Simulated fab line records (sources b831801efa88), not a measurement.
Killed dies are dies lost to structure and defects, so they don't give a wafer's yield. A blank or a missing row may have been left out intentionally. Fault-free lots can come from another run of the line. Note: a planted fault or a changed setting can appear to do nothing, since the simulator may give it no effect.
Which tool was responsible? | flow gf180mcu | 14 lots with 42 wafers sampled at 4 steps, on a route of 602 steps

WHAT THE GAUGES SHOWED, per wafer
GF_HV_LDD_CD_MEAS_19: target cd 400 nm. Usual: cd-nm at 400.0 nm, with a standard deviation of 2.1.
lot  | measured     | on        | cd-nm (nm)        | flag
L666 | day 10 18:25 | cd-sem-01 | 396.1 397.4 394.3 |
L668 | day 11 06:46 | cd-sem-01 | 397.5 399.7 399.0 |
L670 | day 12 02:16 | cd-sem-02 | 402.7 402.4 401.9 |
L671 | day 12 09:09 | cd-sem-02 | 399.6 400.6 402.1 |
L672 | day 12 12:58 | cd-sem-02 | 398.1 395.9 398.7 |
L673 | day 12 21:58 | cd-sem-02 | 398.7 400.1 397.0 |
L676 | day 14 00:58 | cd-sem-01 | 402.1 401.7 401.6 |
L677 | day 14 09:24 | cd-sem-01 | 400.4 397.9 400.1 |
L678 | day 14 14:21 | cd-sem-02 | 397.1 395.9 395.9 |
L681 | day 15 16:58 | cd-sem-02 | 401.2 404.9 401.1 |
L683 | day 16 02:56 | cd-sem-02 | 400.8 403.4 402.2 |
L684 | day 16 08:50 | cd-sem-02 | 402.6 398.6 398.6 |
L688 | day 17 16:23 | cd-sem-01 | 400.7 402.7 399.9 |
L689 | day 18 01:43 | cd-sem-02 | 401.6 399.8 401.9 |

GF_PSD_RS_MEAS_15: uses a four-point probe to measure. Usual: PSD_RS 108.6 ohm/sq, standard deviation 0.31.
lot  | measured     | on            | PSD_RS (ohm/sq)   | flag
L666 | day 14 03:19 | film-metro-03 | 108.3 108.2 108.3 |
L668 | day 14 22:40 | film-metro-03 | 108.2 108.1 108.2 |
L670 | day 15 19:08 | film-metro-03 | 108.9 108.6 108.9 |
L671 | day 16 01:16 | film-metro-02 | 108.2 108.4 108.8 |
L672 | day 16 04:31 | film-metro-03 | 108.7 108.8 108.8 |
L673 | day 16 14:52 | film-metro-03 | 108.3 108.4 108.4 |
L676 | day 17 21:44 | film-metro-04 | 108.1 108.4 108.4 |
L677 | day 18 09:56 | film-metro-04 | 108.4 108.5 108.4 |
L678 | day 18 13:02 | film-metro-02 | 108.5 108.9 108.6 |
L681 | day 19 18:02 | film-metro-03 | 108.5 108.5 108.4 |
L683 | day 20 05:53 | film-metro-04 | 108.5 108.5 108.4 |
L684 | day 20 09:45 | film-metro-04 | 108.7 108.7 108.5 |
L688 | day 21 21:01 | film-metro-02 | 108.3 108.3 108.5 |
L689 | day 22 04:46 | film-metro-04 | 108.3 108.4 108.8 |

GF_SALICIDE_THK_MEAS_05: measures by xrf. Usual: SALICIDE_TIN_THK 20.07 nm, standard deviation 0.24.
lot  | measured     | on            | SALICIDE_TIN_THK (nm) | flag
L666 | day 15 01:05 | film-metro-03 | 20.17 20.49 20.04     |
L668 | day 15 20:34 | film-metro-01 | 20.05 20.07 20.03     |
L670 | day 16 18:15 | film-metro-01 | 20.09 20.45 20.03     |
L671 | day 16 23:50 | film-metro-03 | 20.11 20.43 20.22     |
L672 | day 17 03:53 | film-metro-01 | 20.08 19.51 20.22     |
L673 | day 17 14:55 | film-metro-02 | 20.13 20.41 19.93     |
L676 | day 18 20:28 | film-metro-03 | 19.89 20.25 19.82     |
L677 | day 19 09:04 | film-metro-02 | 20.27 20.18 20.17     |
L678 | day 19 13:04 | film-metro-03 | 19.99 19.86 20.27     |
L681 | day 20 18:05 | film-metro-03 | 19.83 19.51 19.91     |
L683 | day 21 06:07 | film-metro-01 | 20.48 20.56 20.27     |
L684 | day 21 10:29 | film-metro-02 | 19.47 20.01 20.01     |
L688 | day 22 20:45 | film-metro-01 | 20.18 20.15 20.18     |
L689 | day 23 04:09 | film-metro-03 | 19.70 19.98 19.54     |

TOOL THAT RAN EACH LOT (tool first, then ch and the chambers of the sampled wafers, then the start)
lot  | GF_HV_LDD_CVD_54
L666 | lpcvd-02 ch 0, day 12 08:25
L668 | lpcvd-02 ch 0, day 12 22:33
L670 | lpcvd-02 ch 0, day 13 20:34
L671 | lpcvd-01 ch 0, day 14 03:31
L672 | lpcvd-01 ch 1, day 14 06:01
L673 | lpcvd-02 ch 0, day 14 15:22
L676 | lpcvd-01 ch 1, day 15 21:16
L677 | lpcvd-02 ch 0, day 16 08:36
L678 | lpcvd-01 ch 1, day 16 11:48
L681 | lpcvd-02 ch 0, day 17 15:27
L683 | lpcvd-01 ch 1, day 18 02:08
L684 | lpcvd-01 ch 1, day 18 07:39
L688 | lpcvd-01 ch 0, day 19 17:49
L689 | lpcvd-01 ch 0, day 20 01:46
- GF_HV_LDD_CVD_54: deposits SiO2 from TEOS, target thk 10 nm, time 75 s.

WHAT THE TOOLS THEMSELVES READ (means of the sampled wafers that have a number; where no wafer has one, the mark that the record gives instead)
GF_HV_LDD_CVD_54. Usual: spike-tc-upper-C 679.9 C, standard deviation 1.2; zone-power-centre-pct 10.2 %, standard deviation 0.53; zone-power-top-pct 20.7 %, standard deviation 1.1; zone-power-upper-pct 10.1 %, standard deviation 0.89.
lot  | tool     | spike-tc-upper-C (C) | zone-power-centre-pct (%) | zone-power-top-pct (%) | zone-power-upper-pct (%) | flag
L666 | lpcvd-02 | 679.5                | 9.9                       | 20.5                   | 11.1                     |
L668 | lpcvd-02 | 679.5                | 9.9                       | 20.4                   | 11.1                     |
L670 | lpcvd-02 | 680.5                | 9.9                       | 20.5                   | 11.0                     |
L671 | lpcvd-01 | 677.6                | 11.0                      | 22.1                   | 9.1                      |
L672 | lpcvd-01 | 679.6                | 9.9                       | 19.3                   | 9.4                      |
L673 | lpcvd-02 | 679.7                | 9.9                       | 20.7                   | 11.1                     |
L676 | lpcvd-01 | 680.2                | 9.9                       | 19.4                   | 9.4                      |
L677 | lpcvd-02 | 705.0                | 7.7                       | 17.6                   | 17.1                     | OFF
L678 | lpcvd-01 | 680.8                | 9.9                       | 19.7                   | 9.4                      |
L681 | lpcvd-02 | 706.0                | 7.7                       | 17.5                   | 17.0                     | OFF
L683 | lpcvd-01 | 681.2                | 9.9                       | 19.4                   | 9.3                      |
L684 | lpcvd-01 | 681.0                | 9.8                       | 19.3                   | 9.3                      |
L688 | lpcvd-01 | 678.3                | 11.0                      | 22.1                   | 9.1                      |
L689 | lpcvd-01 | 678.2                | 10.9                      | 22.2                   | 9.1                      |

THE ANSWER, worked out from the rows above alone
Rule: a lot is off if the mean of its wafers that have a number lies more than 3 standard deviations from the usual mean. A lot without any number at a reading at which 4 lots or more have one is off too. All remaining lots with rows at the step are treated as sound. Order of review: gauges by route order, followed by the tools' own readings, for which a lot's mean as printed above is used. The first step at which some lot is off is used, and at that step the reading that is off furthest; a lot without a number counts as furthest.
Off at GF_HV_LDD_CVD_54 (spike-tc-upper-C): L677, L681.
If a tool, at that step or one of the process steps before it, ran each lot that is off and ran no sound lot following the first of them, it fits. One fits: lpcvd-02 at GF_HV_LDD_CVD_54. A fault onset in the window from L673 (day 14 15:22, its last sound lot) to L677 (day 16 08:36, its first lot off) fits.
The tool's own readings at GF_HV_LDD_CVD_54 bear it out: on the lots that are off they differ by more than 5 times the standard deviation of the sound lots' means. spike-tc-upper-C reads 705.5 C there against 679.7 C on the sound lots; zone-power-centre-pct reads 7.7 % there against 10.2 % on the sound lots; zone-power-upper-pct reads 17.1 % there against 9.9 % on the sound lots.

WHAT WAS PUT IN BY THE SIMULATOR
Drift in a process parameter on lpcvd-02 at GF_HV_LDD_CVD_54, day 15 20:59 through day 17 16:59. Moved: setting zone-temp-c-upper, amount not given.
Struck lots among those shown: L677, L681. The same result came from the rule above.
